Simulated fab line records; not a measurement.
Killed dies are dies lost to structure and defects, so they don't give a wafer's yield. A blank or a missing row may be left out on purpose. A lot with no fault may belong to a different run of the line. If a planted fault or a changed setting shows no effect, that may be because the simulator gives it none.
A single fault, viewed from 2 desks + flow sky130 + numbers are kept per desk, each desk with only its own; the story behind them comes last

== FOR THE TOOL OWNER'S DESK: pecvd-02 ==
The tool's own readings at SKY_CAP2M_CVD_00 (deposits SiO2, target thk 15.5 nm): means of the sampled wafers that have a number, for each lot that ran on this tool. If a lot's mean is further than 4 standard deviations from the usual mean, the lot is out of limits and carries the mark OUT (the distance appears in the brackets).
Columns: A = heater-power-w at SKY_CAP2M_CVD_00, usual 662 W
| lot  | first seen here | A   |
|------|-----------------|-----|
| L356 | day 41 10:31    | 702 |
| L361 | day 42 08:08    | 702 |
| L369 | day 42 17:29    | 707 |
| L368 | day 42 17:57    | 694 |
| L370 | day 47 06:13    | 689 |
| L373 | day 47 20:34    | 746 |
This desk's verdict: no lot among the 6 shows anything out of limits.

== THE METROLOGY DESK ==
What the gauges read, lot by lot, whatever tool the lot ran on: means of the sampled wafers that have a number. If a lot's mean is further than 4 standard deviations from the usual mean, the lot is out of limits and carries the mark OUT (the distance appears in the brackets).
Columns: A = VIA3_BOW at SKY_VIA3_BOW_MEAS_03, usual 79 um; B = CAP2M_CVD_00_THK at SKY_CAP2M_THK_MEAS_01, usual 15.40 nm
| lot  | first seen here | A  | B                |
|------|-----------------|----|------------------|
| L356 | day 40 07:16    | 83 | 15.18            |
| L357 | day 40 12:03    | 73 | 15.65            |
| L361 | day 41 05:06    | 76 | 15.25            |
| L362 | day 41 05:48    | 82 | 15.33            |
| L369 | day 41 13:41    | 82 | 9.64 (-24) OUT   |
| L368 | day 41 14:22    | 75 | 13.56 (-7.7) OUT |
| L370 | day 46 07:13    | 86 | 15.28            |
| L371 | day 46 17:43    | 85 | 15.50            |
| L373 | day 46 20:43    | 80 | 15.22            |
| L377 | day 46 23:17    | 76 | 15.53            |
| L378 | day 47 02:03    | 84 | 15.12            |
Finding of this desk: L368, L369 out of limits, first seen on L369 at day 42 17:32 (CAP2M_CVD_00_THK at SKY_CAP2M_THK_MEAS_01). Within limits: L356, L357, L361, L362, L370, L371, L373, L377, L378.

== ALL TOGETHER ==
Metrology desk: alarm possible at day 42 17:32 on L368, L369.
The desk of the tool owner found nothing out of limits.
Tool owner's desk: L368, L369 on record, inside its limits.
Of the lots named, all ran SKY_CAP2M_CVD_00 on pecvd-02.

== WHAT THE SIMULATOR HAD PUT IN ==
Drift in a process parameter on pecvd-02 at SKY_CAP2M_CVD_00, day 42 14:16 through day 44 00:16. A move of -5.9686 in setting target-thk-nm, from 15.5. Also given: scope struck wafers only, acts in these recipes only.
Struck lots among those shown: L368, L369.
Hours from the fault's start to each desk's first reading out of limits: the metrology desk, 3.
